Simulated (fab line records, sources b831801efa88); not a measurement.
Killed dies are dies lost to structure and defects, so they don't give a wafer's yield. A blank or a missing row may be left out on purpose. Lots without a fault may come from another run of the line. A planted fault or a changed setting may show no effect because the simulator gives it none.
A struck lot beside a sound one | flow gf180mcu | 27 steps out of a route of 602
Sound: wafers L198.1, L198.3, L198.5. Struck: wafers L196.1, L196.3, L196.5. The cause comes at the end.
At each step with rows: each side's tool, then ch and its chambers, then its first start. Under that, the readings that differ: sound wafers | struck wafers | difference of the means | sigmas: that difference in standard deviations of wafers without a fault.
alike: readings whose means differ by less than 2 such deviations, and words and numbers that are the same on both sides. not compared: withheld readings, readings that some wafer has no value for, bounds like >300 that may hide the same value, and numbers for which the record gives no deviation and whose values overlap.
The two part at a step that has a row with sigmas, a row that says differs or no value, or rows on one side only. Numbers that don't overlap but have no deviation are shown without sigmas and don't part them. A reading that every wafer of one side lacks parts them only if that side has two wafers or more.

GF_DNWELL_STRIP_08: strips in O2/N2.
  sound on plasma_asher-04 ch 0,1, day 6 18:42; struck on plasma_asher-03 ch 0,1, day 6 07:12
  reading            | sound       | struck      | difference | sigmas
  heater_power_w (W) | 352 323 327 | 314 283 276 | -43        | -2
  alike: chamber_pressure_mTorr, drypump_motor_current_A, oes_product_au, strip_time_to_endpoint_s
  not compared: rf_hours_counter_h
GF_DNWELL_TW_MEAS_09:
  sound on film_metro-01, day 6 18:48; struck on film_metro-03, day 6 07:18
  alike: DNWELL_TW
then, 7 steps without rows for these wafers: GF_NWELL_DEHYDRATE_00 (time 60 s); GF_NWELL_HMDS_01 (prime time 60 s); GF_NWELL_COAT_02 (resist thk 3000 nm); GF_NWELL_SOFTBAKE_03; GF_NWELL_EXPOSE_04 (exposes mask Nwell, target cd 860 nm); GF_NWELL_PEB_05; GF_NWELL_DEVELOP_06 (develop time 60 s).
GF_NWELL_OVL_MEAS_07:
  sound on overlay-02, day 7 10:30; struck on overlay-01, day 6 22:30
  alike: NWELL_OVL
then, 2 steps without rows for these wafers: GF_NWELL_IMPLANT_08; GF_NWELL_IMPLANT_09.
GF_NWELL_STRIP_10: strips in O2/N2.
  sound on plasma_asher-03 ch 0,1, day 7 10:50; struck on plasma_asher-02 ch 0,1, day 6 22:50
  no value came back on the struck wafers for any of 5 readings (chamber_pressure_mTorr (mTorr), drypump_motor_current_A (A) and others); on the sound wafers chamber_pressure_mTorr (mTorr) reads 1501.6 1499.3 1500.7
  reading                                 | sound | struck         | difference | sigmas
  model.coat_of_NWELL_COAT_02.thk_nm (nm) | 0 0 0 | 3042 3049 3040 | +3044      |
  not compared: rf_hours_counter_h
GF_NWELL_TW_MEAS_11:
  sound on film_metro-01, day 7 10:56; struck on film_metro-02, day 6 22:56
  alike: NWELL_TW
then, 7 steps without rows for these wafers: GF_LVPWELL_DEHYDRATE_00 (time 60 s); GF_LVPWELL_HMDS_01 (prime time 60 s); GF_LVPWELL_COAT_02 (resist thk 3000 nm); GF_LVPWELL_SOFTBAKE_03; GF_LVPWELL_EXPOSE_04 (exposes mask LVPWELL, target cd 600 nm); GF_LVPWELL_PEB_05; GF_LVPWELL_DEVELOP_06 (develop time 60 s).
GF_LVPWELL_OVL_MEAS_07:
  sound on overlay-02, day 8 02:54; struck on overlay-01, day 7 14:15
  alike: LVPWELL_OVL
then, 2 steps without rows for these wafers: GF_LVPWELL_IMPLANT_08; GF_LVPWELL_IMPLANT_09.
GF_LVPWELL_STRIP_10: strips in O2/N2.
  sound on plasma_asher-03 ch 0,1, day 8 03:14; struck on plasma_asher-02 ch 0,1, day 7 14:35
  reading                      | sound             | struck            | difference | sigmas
  heater_power_w (W)           | 313 284 277       | 326 323 349       | +41        | +2
  oes_product_au (a.u.)        | 0.726 0.716 0.715 | 0.743 0.746 0.753 | +0.028     | +6
  strip_time_to_endpoint_s (s) | 37.02 37.07 37.07 | 81.79 81.98 81.74 | +44.78     | +99 or more
  alike: chamber_pressure_mTorr, drypump_motor_current_A
  not compared: rf_hours_counter_h
GF_LVPWELL_TW_MEAS_11:
  sound on film_metro-02, day 8 03:20; struck on film_metro-01, day 7 14:41
  reading    | sound       | struck   | difference | sigmas
  LVPWELL_TW | 556 553 557 | 30 30 30 | -525       | -86
then, 1 step without rows for these wafers: GF_MVSD_DEHYDRATE_00 (time 60 s).

WHERE THEY PART
First at GF_DNWELL_STRIP_08; last, within this record, at GF_LVPWELL_TW_MEAS_11.

WHY: what the simulator had put in
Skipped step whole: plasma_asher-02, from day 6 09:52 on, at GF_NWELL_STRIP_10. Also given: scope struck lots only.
